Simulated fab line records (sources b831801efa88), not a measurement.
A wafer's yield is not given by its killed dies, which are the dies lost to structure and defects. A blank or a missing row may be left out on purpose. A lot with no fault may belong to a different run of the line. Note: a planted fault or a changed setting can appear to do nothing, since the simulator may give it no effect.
fab line records || flow sky130
record {"lots": 7, "wafers": 21, "last_day": 50}
route steps=708 shown FIELD_ISO@27 NWELL@32 DNWELL@35 PWDE@45
lots untouched by any fault: they come from a run of this same line in which no faults occurred
start_h: hours from the record's opening day to when the first of the lot's shown wafers began || wait_h: hours since the lot's step before || " the same as in the row above || L1.1+2: one row covering several wafers at once || - no value, or no start given || * or withheld: withheld || < > ~ a bound
route shown NAME@n: names a module that has steps shown in the file, with the first one's number in the route || usual: the fault-free wafers' mean and standard deviation || same: alike in all rows || chamber/n: place in a boat || sites: the reading at each site || _std_site: the values' standard deviation || _edge_site: inner sites' mean taken away from outer sites' mean || radius_mm: for every site, how far away it sits from the centre of the wafer || mask NAME#n: copy n || behind: tool/chamber where the wafer was last shaped || hold: why the lot went on hold/how many hours it stayed there/how the hold came to an end || device: whichever transistor did not switch (one of n, p or np) || end of line: tests run on the same wafers once the route is complete || step lacking rows: just its recipe || killed: at the first sort, the dies lost to defects and structure; wafer yield is something else || map: a wafer's dies, x killed, . not, _ none there
set.NAME: the setting that was run; set.NAME@STEP: the one run at that earlier step || model.NAME: the simulator's own value behind a step, which no gauge read
lots at selected steps of the route; one table per step, one row per wafer
services: a tool's chamber out of use, with start hour (start_h, from the record's first day; less than 0 if before it), hours out, and reason
## steps
# step SKY_FIELD_ISO_ANNEAL_26
# recipe {"temp_c": 1000, "time_s": 1800, "ambient": "N2"}
# step SKY_FIELD_ISO_CMP_27
# recipe {"stop_on": "Si3N4", "t_overpolish_s": 16, "down_force_psi": 4, "platen_rpm": 60, "target_thk_nm": 457.8, "pad_velocity_m_s": 0.94248}
# usual {"motor_current_A": "12.2/1.2", "overpolish_run_s": "16.000/0.0095", "time_to_endpoint_s": "112/3.6"}
{"lot.wafer": "L457.2", "tool": "cmp-01", "chamber": 2, "start_h": 63.18, "wait_h": 0.1, "motor_current_A": 14.1, "overpolish_run_s": 15.998, "time_to_endpoint_s": 116}
{"lot.wafer": "L457.1", "tool": "cmp-01", "chamber": 3, "start_h": 63.18, "wait_h": 0.1, "motor_current_A": 11.8, "overpolish_run_s": 15.984, "time_to_endpoint_s": 116}
{"lot.wafer": "L457.4", "tool": "cmp-01", "chamber": 0, "start_h": 63.18, "wait_h": 0.1, "motor_current_A": 12.1, "overpolish_run_s": 16.008, "time_to_endpoint_s": 113}
{"lot.wafer": "L460.3", "tool": "cmp-01", "chamber": 2, "start_h": 78.83, "wait_h": 0.1, "motor_current_A": 13.8, "overpolish_run_s": 15.992, "time_to_endpoint_s": 108}
{"lot.wafer": "L460.4", "tool": "cmp-01", "chamber": 3, "start_h": 78.83, "wait_h": 0.1, "motor_current_A": 11.3, "overpolish_run_s": 16.003, "time_to_endpoint_s": 112}
{"lot.wafer": "L460.6", "tool": "cmp-01", "chamber": 2, "start_h": 78.83, "wait_h": 0.1, "motor_current_A": 14.4, "overpolish_run_s": 15.998, "time_to_endpoint_s": 112}
{"lot.wafer": "L461.4", "tool": "cmp-02", "chamber": 0, "start_h": 84.84, "wait_h": 0.1, "motor_current_A": 12.5, "overpolish_run_s": 15.981, "time_to_endpoint_s": 110}
{"lot.wafer": "L461.5", "tool": "cmp-02", "chamber": 2, "start_h": 84.84, "wait_h": 0.1, "motor_current_A": 11.3, "overpolish_run_s": 15.994, "time_to_endpoint_s": 111}
{"lot.wafer": "L461.6", "tool": "cmp-02", "chamber": 3, "start_h": 84.84, "wait_h": 0.1, "motor_current_A": 11.4, "overpolish_run_s": 15.985, "time_to_endpoint_s": 108}
{"lot.wafer": "L462.2", "tool": "cmp-01", "chamber": 1, "start_h": 91.52, "wait_h": 0.1, "motor_current_A": 12.6, "overpolish_run_s": 16.004, "time_to_endpoint_s": 109}
{"lot.wafer": "L462.6", "tool": "cmp-01", "chamber": 3, "start_h": 91.52, "wait_h": 0.1, "motor_current_A": 11.1, "overpolish_run_s": 15.985, "time_to_endpoint_s": 110}
{"lot.wafer": "L462.5", "tool": "cmp-01", "chamber": 0, "start_h": 91.52, "wait_h": 0.1, "motor_current_A": 12.3, "overpolish_run_s": 15.994, "time_to_endpoint_s": 108}
{"lot.wafer": "L463.2", "tool": "cmp-01", "chamber": 2, "start_h": 97.15, "wait_h": 0.0, "motor_current_A": 14.4, "overpolish_run_s": 16.003, "time_to_endpoint_s": 112}
{"lot.wafer": "L463.4", "tool": "cmp-01", "chamber": 0, "start_h": 97.15, "wait_h": 0.0, "motor_current_A": 12.1, "overpolish_run_s": 16.005, "time_to_endpoint_s": 107}
{"lot.wafer": "L463.5", "tool": "cmp-01", "chamber": 2, "start_h": 97.15, "wait_h": 0.0, "motor_current_A": 14.6, "overpolish_run_s": 15.997, "time_to_endpoint_s": 111}
{"lot.wafer": "L469.3", "tool": "cmp-02", "chamber": 1, "start_h": 126.52, "wait_h": 0.0, "motor_current_A": 11.2, "overpolish_run_s": 15.994, "time_to_endpoint_s": 114}
{"lot.wafer": "L469.2", "tool": "cmp-02", "chamber": 0, "start_h": 126.52, "wait_h": 0.0, "motor_current_A": 13.1, "overpolish_run_s": 15.988, "time_to_endpoint_s": 114}
{"lot.wafer": "L469.6", "tool": "cmp-02", "chamber": 2, "start_h": 126.52, "wait_h": 0.0, "motor_current_A": 10.8, "overpolish_run_s": 16.020, "time_to_endpoint_s": 118}
{"lot.wafer": "L471.1", "tool": "cmp-01", "chamber": 1, "start_h": 138.87, "wait_h": 0.1, "motor_current_A": 12.4, "overpolish_run_s": 15.984, "time_to_endpoint_s": 111}
{"lot.wafer": "L471.2", "tool": "cmp-01", "chamber": 3, "start_h": 138.87, "wait_h": 0.1, "motor_current_A": 11.4, "overpolish_run_s": 16.003, "time_to_endpoint_s": 116}
{"lot.wafer": "L471.5", "tool": "cmp-01", "chamber": 1, "start_h": 138.87, "wait_h": 0.1, "motor_current_A": 12.5, "overpolish_run_s": 16.000, "time_to_endpoint_s": 111}
# step SKY_FIELD_ISO_WET_ETCH_28
# recipe {"chemistry": "dHF", "target_depth_nm": 23.7, "target": "SiO2", "dilution": "10:1", "temp_c": 25, "time_s": 47}
# step SKY_FIELD_ISO_WET_ETCH_29
# recipe {"chemistry": "H3PO4", "target_depth_nm": 160, "target": "Si3N4", "temp_c": 160, "time_s": 1825}
# step SKY_FIELD_ISO_WET_ETCH_30
# recipe {"chemistry": "dHF", "target_depth_nm": 25, "target": "SiO2", "dilution": "10:1", "temp_c": 25, "time_s": 50}
# step SKY_NWELL_CLEAN_00
# recipe {"chemistry": "SC1/SC2", "mix": "1:4:20", "temp_c": 70, "time_s": 150, "dry": "n2_spin"}
# step SKY_NWELL_OXIDATION_01
# recipe {"temp_c": 900, "ambient": "O2", "stabilise_s": 600, "purge_s": 300, "target_thk_a": 100, "ox_time_s": 1418}
# step SKY_NWELL_THK_MEAS_02
# recipe {"reads": "SiO2_of_NWELL_OXIDATION_01"}
# usual {"NWELL_OXIDATION_THK": "10.03/0.16"}
{"lot.wafer": "L457.1", "tool": "film_metro-02", "chamber": "-", "start_h": 66.06, "wait_h": 0.0, "NWELL_OXIDATION_THK[nm]": 9.85}
{"lot.wafer": "L457.2", "tool": "film_metro-02", "chamber": "-", "start_h": 66.06, "wait_h": 0.0, "NWELL_OXIDATION_THK[nm]": 9.87}
{"lot.wafer": "L457.4", "tool": "film_metro-02", "chamber": "-", "start_h": 66.06, "wait_h": 0.0, "NWELL_OXIDATION_THK[nm]": 9.82}
{"lot.wafer": "L460.3", "tool": "film_metro-04", "chamber": "-", "start_h": 81.10, "wait_h": 0.0, "NWELL_OXIDATION_THK[nm]": 9.88}
{"lot.wafer": "L460.4", "tool": "film_metro-04", "chamber": "-", "start_h": 81.10, "wait_h": 0.0, "NWELL_OXIDATION_THK[nm]": 9.91}
{"lot.wafer": "L460.6", "tool": "film_metro-04", "chamber": "-", "start_h": 81.10, "wait_h": 0.0, "NWELL_OXIDATION_THK[nm]": 9.86}
{"lot.wafer": "L461.4", "tool": "film_metro-04", "chamber": "-", "start_h": 87.69, "wait_h": 0.0, "NWELL_OXIDATION_THK[nm]": 9.71}
{"lot.wafer": "L461.5", "tool": "film_metro-04", "chamber": "-", "start_h": 87.69, "wait_h": 0.0, "NWELL_OXIDATION_THK[nm]": 9.87}
{"lot.wafer": "L461.6", "tool": "film_metro-04", "chamber": "-", "start_h": 87.69, "wait_h": 0.0, "NWELL_OXIDATION_THK[nm]": 9.97}
{"lot.wafer": "L462.2", "tool": "film_metro-01", "chamber": "-", "start_h": 94.44, "wait_h": 0.0, "NWELL_OXIDATION_THK[nm]": 10.41}
{"lot.wafer": "L462.5", "tool": "film_metro-01", "chamber": "-", "start_h": 94.44, "wait_h": 0.0, "NWELL_OXIDATION_THK[nm]": 10.49}
{"lot.wafer": "L462.6", "tool": "film_metro-01", "chamber": "-", "start_h": 94.44, "wait_h": 0.0, "NWELL_OXIDATION_THK[nm]": 10.49}
{"lot.wafer": "L463.2", "tool": "film_metro-02", "chamber": "-", "start_h": 99.95, "wait_h": 0.0, "NWELL_OXIDATION_THK[nm]": 10.14}
{"lot.wafer": "L463.4", "tool": "film_metro-02", "chamber": "-", "start_h": 99.95, "wait_h": 0.0, "NWELL_OXIDATION_THK[nm]": 10.26}
{"lot.wafer": "L463.5", "tool": "film_metro-02", "chamber": "-", "start_h": 99.95, "wait_h": 0.0, "NWELL_OXIDATION_THK[nm]": 10.40}
{"lot.wafer": "L469.2", "tool": "film_metro-01", "chamber": "-", "start_h": 129.43, "wait_h": 0.0, "NWELL_OXIDATION_THK[nm]": 10.01}
{"lot.wafer": "L469.3", "tool": "film_metro-01", "chamber": "-", "start_h": 129.43, "wait_h": 0.0, "NWELL_OXIDATION_THK[nm]": 9.91}
{"lot.wafer": "L469.6", "tool": "film_metro-01", "chamber": "-", "start_h": 129.43, "wait_h": 0.0, "NWELL_OXIDATION_THK[nm]": 9.84}
{"lot.wafer": "L471.1", "tool": "film_metro-01", "chamber": "-", "start_h": 141.74, "wait_h": 0.0, "NWELL_OXIDATION_THK[nm]": 10.03}
{"lot.wafer": "L471.2", "tool": "film_metro-01", "chamber": "-", "start_h": 141.74, "wait_h": 0.0, "NWELL_OXIDATION_THK[nm]": 10.15}
{"lot.wafer": "L471.5", "tool": "film_metro-01", "chamber": "-", "start_h": 141.74, "wait_h": 0.0, "NWELL_OXIDATION_THK[nm]": 9.91}
# step SKY_DNWELL_DEHYDRATE_00
# recipe {"temp_c": 200, "time_s": 60}
# step SKY_DNWELL_HMDS_01
# recipe {"prime_time_s": 60, "prime_temp_c": 120}
# step SKY_DNWELL_COAT_02
# recipe {"spin_rpm": 2000, "resist_thk_nm": 3000}
# step SKY_DNWELL_SOFTBAKE_03
# recipe {"temp_c": 110, "time_s": "withheld"}
# step SKY_DNWELL_EXPOSE_04
# recipe {"mask_id": "DNM", "na": 0.57, "target_cd_nm": 3000, "dose_mj": 222}
# usual {"exposure_dose_mJ_cm2": "221.99/0.2", "focus_offset_nm": "0.0/0.46", "na": "0.57/0"}
{"lot.wafer": "L457.1", "tool": "iline_stepper-01", "chamber": 0, "start_h": 74.19, "wait_h": "-", "mask": "DNM#0", "exposure_dose_mJ_cm2": 222.40, "focus_offset_nm": -0.9, "na": 0.57}
{"lot.wafer": "L457.2", "tool": "iline_stepper-01", "chamber": 0, "start_h": 74.19, "wait_h": "-", "mask": "DNM#0", "exposure_dose_mJ_cm2": 222.14, "focus_offset_nm": -1.1, "na": 0.57}
{"lot.wafer": "L457.4", "tool": "iline_stepper-01", "chamber": 0, "start_h": 74.19, "wait_h": "-", "mask": "DNM#0", "exposure_dose_mJ_cm2": 222.17, "focus_offset_nm": -0.5, "na": 0.57}
{"lot.wafer": "L460.3", "tool": "iline_stepper-02", "chamber": 0, "start_h": 90.43, "wait_h": "-", "mask": "DNM#0", "exposure_dose_mJ_cm2": 221.94, "focus_offset_nm": 0.9, "na": 0.57}
{"lot.wafer": "L460.4", "tool": "iline_stepper-02", "chamber": 0, "start_h": 90.43, "wait_h": "-", "mask": "DNM#0", "exposure_dose_mJ_cm2": 221.61, "focus_offset_nm": 0.2, "na": 0.57}
{"lot.wafer": "L460.6", "tool": "iline_stepper-02", "chamber": 0, "start_h": 90.43, "wait_h": "-", "mask": "DNM#0", "exposure_dose_mJ_cm2": 221.82, "focus_offset_nm": -0.1, "na": 0.57}
{"lot.wafer": "L461.4", "tool": "iline_stepper-01", "chamber": "-", "start_h": 96.90, "wait_h": "-", "mask": "DNM#0", "exposure_dose_mJ_cm2": "-", "focus_offset_nm": "-", "na": "-"}
{"lot.wafer": "L461.5", "tool": "iline_stepper-01", "chamber": "-", "start_h": 96.90, "wait_h": "-", "mask": "DNM#0", "exposure_dose_mJ_cm2": "-", "focus_offset_nm": "-", "na": "-"}
{"lot.wafer": "L461.6", "tool": "iline_stepper-01", "chamber": "-", "start_h": 96.90, "wait_h": "-", "mask": "DNM#0", "exposure_dose_mJ_cm2": "-", "focus_offset_nm": "-", "na": "-"}
{"lot.wafer": "L462.2", "tool": "iline_stepper-01", "chamber": "-", "start_h": 103.61, "wait_h": "-", "mask": "DNM#0", "exposure_dose_mJ_cm2": "-", "focus_offset_nm": "-", "na": "-"}
{"lot.wafer": "L462.5", "tool": "iline_stepper-01", "chamber": "-", "start_h": 103.61, "wait_h": "-", "mask": "DNM#0", "exposure_dose_mJ_cm2": "-", "focus_offset_nm": "-", "na": "-"}
{"lot.wafer": "L462.6", "tool": "iline_stepper-01", "chamber": "-", "start_h": 103.61, "wait_h": "-", "mask": "DNM#0", "exposure_dose_mJ_cm2": "-", "focus_offset_nm": "-", "na": "-"}
{"lot.wafer": "L463.2", "tool": "iline_stepper-02", "chamber": "-", "start_h": 109.19, "wait_h": "-", "mask": "DNM#0", "exposure_dose_mJ_cm2": "-", "focus_offset_nm": "-", "na": "-"}
{"lot.wafer": "L463.4", "tool": "iline_stepper-02", "chamber": "-", "start_h": 109.19, "wait_h": "-", "mask": "DNM#0", "exposure_dose_mJ_cm2": "-", "focus_offset_nm": "-", "na": "-"}
{"lot.wafer": "L463.5", "tool": "iline_stepper-02", "chamber": "-", "start_h": 109.19, "wait_h": "-", "mask": "DNM#0", "exposure_dose_mJ_cm2": "-", "focus_offset_nm": "-", "na": "-"}
{"lot.wafer": "L469.2", "tool": "iline_stepper-02", "chamber": 0, "start_h": 139.13, "wait_h": "-", "mask": "DNM#0", "exposure_dose_mJ_cm2": 221.57, "focus_offset_nm": -0.6, "na": 0.57}
{"lot.wafer": "L469.3", "tool": "iline_stepper-02", "chamber": 0, "start_h": 139.13, "wait_h": "-", "mask": "DNM#0", "exposure_dose_mJ_cm2": 221.77, "focus_offset_nm": 0.3, "na": 0.57}
{"lot.wafer": "L469.6", "tool": "iline_stepper-02", "chamber": 0, "start_h": 139.13, "wait_h": "-", "mask": "DNM#0", "exposure_dose_mJ_cm2": 221.70, "focus_offset_nm": -0.4, "na": 0.57}
{"lot.wafer": "L471.1", "tool": "iline_stepper-02", "chamber": 0, "start_h": 151.74, "wait_h": "-", "mask": "DNM#0", "exposure_dose_mJ_cm2": 221.78, "focus_offset_nm": -0.1, "na": 0.57}
{"lot.wafer": "L471.2", "tool": "iline_stepper-02", "chamber": 0, "start_h": 151.74, "wait_h": "-", "mask": "DNM#0", "exposure_dose_mJ_cm2": 222.02, "focus_offset_nm": 0.8, "na": 0.57}
{"lot.wafer": "L471.5", "tool": "iline_stepper-02", "chamber": 0, "start_h": 151.74, "wait_h": "-", "mask": "DNM#0", "exposure_dose_mJ_cm2": 221.72, "focus_offset_nm": 0.4, "na": 0.57}
# step SKY_DNWELL_PEB_05
# recipe {"temp_c": 115, "time_s": "withheld"}
# step SKY_DNWELL_DEVELOP_06
# recipe {"wall_angle_deg": 90, "developer": "TMAH", "develop_time_s": 60, "dev_temp_c": 23}
# step SKY_DNWELL_IMPLANT_07
# recipe {"species": "P", "energy_kev": "withheld", "dose_cm2": "withheld", "tilt_deg": "withheld"}
# step SKY_DNWELL_STRIP_08
# recipe {"chemistry": "O2/N2", "power_w": 1400, "pressure_mtorr": 1500, "platen_temp_c": "withheld", "o2_flow_sccm": 3000, "n2_flow_sccm": 300, "overash_fraction": 0.5}
# usual {"drypump_motor_current_A": "5.51/0.23", "oes_product_au": "0.723/0.0044", "strip_time_to_endpoint_s": "36.95/0.095"}
{"lot.wafer": "L457.1", "tool": "plasma_asher-04", "chamber": 1, "start_h": 83.02, "wait_h": 0.1, "drypump_motor_current_A": 5.70, "oes_product_au": 0.721, "rf_hours_counter_h": 40, "strip_time_to_endpoint_s": 36.86}
{"lot.wafer": "L457.2", "tool": "plasma_asher-04", "chamber": 0, "start_h": 83.02, "wait_h": 0.1, "drypump_motor_current_A": 5.55, "oes_product_au": 0.727, "rf_hours_counter_h": 40, "strip_time_to_endpoint_s": 36.92}
{"lot.wafer": "L457.4", "tool": "plasma_asher-04", "chamber": 1, "start_h": 83.02, "wait_h": 0.1, "drypump_motor_current_A": 5.73, "oes_product_au": 0.725, "rf_hours_counter_h": "-", "strip_time_to_endpoint_s": 36.91}
{"lot.wafer": "L460.3", "tool": "plasma_asher-03", "chamber": 1, "start_h": 99.70, "wait_h": 0.1, "drypump_motor_current_A": 5.44, "oes_product_au": 0.726, "rf_hours_counter_h": "-", "strip_time_to_endpoint_s": 36.97}
{"lot.wafer": "L460.4", "tool": "plasma_asher-03", "chamber": 0, "start_h": 99.70, "wait_h": 0.1, "drypump_motor_current_A": 5.37, "oes_product_au": 0.727, "rf_hours_counter_h": "-", "strip_time_to_endpoint_s": 36.93}
{"lot.wafer": "L460.6", "tool": "plasma_asher-03", "chamber": 1, "start_h": 99.70, "wait_h": 0.1, "drypump_motor_current_A": 5.43, "oes_product_au": 0.722, "rf_hours_counter_h": "-", "strip_time_to_endpoint_s": 37.00}
{"lot.wafer": "L461.4", "tool": "plasma_asher-03", "chamber": 0, "start_h": 106.02, "wait_h": 0.1, "drypump_motor_current_A": 5.39, "oes_product_au": 0.721, "rf_hours_counter_h": "-", "strip_time_to_endpoint_s": 37.03}
{"lot.wafer": "L461.5", "tool": "plasma_asher-03", "chamber": 1, "start_h": 106.02, "wait_h": 0.1, "drypump_motor_current_A": 5.45, "oes_product_au": 0.718, "rf_hours_counter_h": "-", "strip_time_to_endpoint_s": 37.01}
{"lot.wafer": "L461.6", "tool": "plasma_asher-03", "chamber": 0, "start_h": 106.02, "wait_h": 0.1, "drypump_motor_current_A": 5.40, "oes_product_au": 0.725, "rf_hours_counter_h": "-", "strip_time_to_endpoint_s": 37.03}
{"lot.wafer": "L462.2", "tool": "plasma_asher-03", "chamber": 0, "start_h": 112.42, "wait_h": 0.1, "drypump_motor_current_A": 5.39, "oes_product_au": 0.719, "rf_hours_counter_h": 39, "strip_time_to_endpoint_s": 36.86}
{"lot.wafer": "L462.5", "tool": "plasma_asher-03", "chamber": 1, "start_h": 112.42, "wait_h": 0.1, "drypump_motor_current_A": 5.42, "oes_product_au": 0.726, "rf_hours_counter_h": "-", "strip_time_to_endpoint_s": 37.01}
{"lot.wafer": "L462.6", "tool": "plasma_asher-03", "chamber": 0, "start_h": 112.42, "wait_h": 0.1, "drypump_motor_current_A": 5.36, "oes_product_au": 0.719, "rf_hours_counter_h": "-", "strip_time_to_endpoint_s": 36.97}
{"lot.wafer": "L463.2", "tool": "plasma_asher-04", "chamber": 1, "start_h": 118.37, "wait_h": 0.1, "drypump_motor_current_A": 5.66, "oes_product_au": 0.722, "rf_hours_counter_h": 44, "strip_time_to_endpoint_s": 37.03}
{"lot.wafer": "L463.4", "tool": "plasma_asher-04", "chamber": 1, "start_h": 118.37, "wait_h": 0.1, "drypump_motor_current_A": 5.70, "oes_product_au": 0.719, "rf_hours_counter_h": "-", "strip_time_to_endpoint_s": 37.19}
{"lot.wafer": "L463.5", "tool": "plasma_asher-04", "chamber": 1, "start_h": 118.37, "wait_h": 0.1, "drypump_motor_current_A": 5.70, "oes_product_au": 0.724, "rf_hours_counter_h": "-", "strip_time_to_endpoint_s": 37.10}
{"lot.wafer": "L469.2", "tool": "plasma_asher-04", "chamber": 0, "start_h": 148.29, "wait_h": 0.1, "drypump_motor_current_A": 5.54, "oes_product_au": 0.718, "rf_hours_counter_h": 47, "strip_time_to_endpoint_s": 36.87}
{"lot.wafer": "L469.3", "tool": "plasma_asher-04", "chamber": 0, "start_h": 148.29, "wait_h": 0.1, "drypump_motor_current_A": 5.54, "oes_product_au": 0.724, "rf_hours_counter_h": "-", "strip_time_to_endpoint_s": 36.91}
{"lot.wafer": "L469.6", "tool": "plasma_asher-04", "chamber": 1, "start_h": 148.29, "wait_h": 0.1, "drypump_motor_current_A": 5.70, "oes_product_au": 0.726, "rf_hours_counter_h": "-", "strip_time_to_endpoint_s": 36.94}
{"lot.wafer": "L471.1", "tool": "plasma_asher-03", "chamber": 1, "start_h": 161.57, "wait_h": 0.1, "drypump_motor_current_A": 5.45, "oes_product_au": 0.719, "rf_hours_counter_h": 45, "strip_time_to_endpoint_s": 36.93}
{"lot.wafer": "L471.2", "tool": "plasma_asher-03", "chamber": 0, "start_h": 161.57, "wait_h": 0.1, "drypump_motor_current_A": 5.36, "oes_product_au": 0.729, "rf_hours_counter_h": 45, "strip_time_to_endpoint_s": 37.00}
{"lot.wafer": "L471.5", "tool": "plasma_asher-03", "chamber": 1, "start_h": 161.57, "wait_h": 0.1, "drypump_motor_current_A": 5.48, "oes_product_au": 0.717, "rf_hours_counter_h": "-", "strip_time_to_endpoint_s": 36.88}
# step SKY_DNWELL_TW_MEAS_09
# usual {"DNWELL_TW": "1103/9.8"}
{"lot.wafer": "L457.1", "tool": "film_metro-04", "chamber": "-", "start_h": 83.12, "wait_h": 0.1, "DNWELL_TW": 1119}
{"lot.wafer": "L457.2", "tool": "film_metro-04", "chamber": "-", "start_h": 83.12, "wait_h": 0.1, "DNWELL_TW": 1114}
{"lot.wafer": "L457.4", "tool": "film_metro-04", "chamber": "-", "start_h": 83.12, "wait_h": 0.1, "DNWELL_TW": 1113}
{"lot.wafer": "L460.3", "tool": "film_metro-04", "chamber": "-", "start_h": 99.79, "wait_h": 0.1, "DNWELL_TW": 1110}
{"lot.wafer": "L460.4", "tool": "film_metro-04", "chamber": "-", "start_h": 99.79, "wait_h": 0.1, "DNWELL_TW": 1110}
{"lot.wafer": "L460.6", "tool": "film_metro-04", "chamber": "-", "start_h": 99.79, "wait_h": 0.1, "DNWELL_TW": 1111}
{"lot.wafer": "L461.4", "tool": "film_metro-01", "chamber": "-", "start_h": 106.12, "wait_h": 0.1, "DNWELL_TW": 30}
{"lot.wafer": "L461.5", "tool": "film_metro-01", "chamber": "-", "start_h": 106.12, "wait_h": 0.1, "DNWELL_TW": 30}
{"lot.wafer": "L461.6", "tool": "film_metro-01", "chamber": "-", "start_h": 106.12, "wait_h": 0.1, "DNWELL_TW": 30}
{"lot.wafer": "L462.2", "tool": "film_metro-01", "chamber": "-", "start_h": 112.53, "wait_h": 0.1, "DNWELL_TW": 30}
{"lot.wafer": "L462.5", "tool": "film_metro-01", "chamber": "-", "start_h": 112.53, "wait_h": 0.1, "DNWELL_TW": 30}
{"lot.wafer": "L462.6", "tool": "film_metro-01", "chamber": "-", "start_h": 112.53, "wait_h": 0.1, "DNWELL_TW": 30}
{"lot.wafer": "L463.2", "tool": "film_metro-01", "chamber": "-", "start_h": 118.48, "wait_h": 0.1, "DNWELL_TW": 30}
{"lot.wafer": "L463.4", "tool": "film_metro-01", "chamber": "-", "start_h": 118.48, "wait_h": 0.1, "DNWELL_TW": 30}
{"lot.wafer": "L463.5", "tool": "film_metro-01", "chamber": "-", "start_h": 118.48, "wait_h": 0.1, "DNWELL_TW": 29}
{"lot.wafer": "L469.2", "tool": "film_metro-02", "chamber": "-", "start_h": 148.40, "wait_h": 0.1, "DNWELL_TW": 1100}
{"lot.wafer": "L469.3", "tool": "film_metro-02", "chamber": "-", "start_h": 148.40, "wait_h": 0.1, "DNWELL_TW": 1102}
{"lot.wafer": "L469.6", "tool": "film_metro-02", "chamber": "-", "start_h": 148.40, "wait_h": 0.1, "DNWELL_TW": 1098}
{"lot.wafer": "L471.1", "tool": "film_metro-02", "chamber": "-", "start_h": 161.67, "wait_h": 0.1, "DNWELL_TW": 1088}
{"lot.wafer": "L471.2", "tool": "film_metro-02", "chamber": "-", "start_h": 161.67, "wait_h": 0.1, "DNWELL_TW": 1093}
{"lot.wafer": "L471.5", "tool": "film_metro-02", "chamber": "-", "start_h": 161.67, "wait_h": 0.1, "DNWELL_TW": 1092}
# step SKY_PWDE_DEHYDRATE_00
# recipe {"temp_c": 200, "time_s": 60}
## services
{"tool": "cmp-01", "chamber": "-", "start_h": 64.00, "hours": 4.0, "kind": "pm"}
{"tool": "cmp-01", "chamber": "-", "start_h": 68.00, "hours": "-", "kind": "consumable_replace:conditioner"}
{"tool": "cmp-01", "chamber": "-", "start_h": 68.00, "hours": "-", "kind": "consumable_replace:pad"}
{"tool": "cmp-01", "chamber": "-", "start_h": 68.00, "hours": 5.8, "kind": "pm"}
{"tool": "iline_stepper-01", "chamber": "-", "start_h": 107.63, "hours": 2.1, "kind": "pm"}
{"tool": "iline_stepper-01", "chamber": "-", "start_h": 109.72, "hours": "-", "kind": "consumable_replace:lamp"}
{"tool": "cmp-01", "chamber": "-", "start_h": 111.94, "hours": 0.7, "kind": "repair"}
{"tool": "iline_stepper-02", "chamber": "-", "start_h": 118.44, "hours": 2.1, "kind": "pm"}
{"tool": "iline_stepper-02", "chamber": "-", "start_h": 120.53, "hours": "-", "kind": "consumable_replace:lamp"}
{"tool": "cmp-01", "chamber": "-", "start_h": 130.38, "hours": 0.5, "kind": "repair"}
{"tool": "cmp-01", "chamber": "-", "start_h": 152.23, "hours": 1.0, "kind": "repair"}
## key
first_sign {"step": "SKY_DNWELL_EXPOSE_04", "reading": "tool_record", "direction": "missing"}
effect {"step": "SKY_DNWELL_TW_MEAS_09", "reading": "DNWELL_TW", "direction": "down", "sigmas": "99+", "usual": 1103, "struck": 30}
met_at SKY_DNWELL_EXPOSE_04
struck_wafers L461.4,L461.5,L461.6,L462.2,L462.5,L462.6,L463.2,L463.4,L463.5
sort_left_out L461.4,L461.5,L461.6,L462.2,L462.5,L462.6,L463.2,L463.4,L463.5
tester_left_out L461,L462,L463
onset_between 90.43 96.90
fault {"kind": "skipped_step_whole", "tool": "iline_stepper-01,iline_stepper-02", "chamber": "-", "onset_h": 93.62, "steps": "SKY_DNWELL_EXPOSE_04", "scope": "struck_lots_only"}
# tester_left_out: of these lots the tester's yield and bins aren't shown, on N5 and GAA mostly nor the transistor test; their killed dies are dies lost to structure and defects alone, not to doping, threshold or leakage, so they don't give the yield
# sort_left_out: the simulated sort isn't trusted on such a fault, so these wafers' sort isn't shown, and their yield isn't known
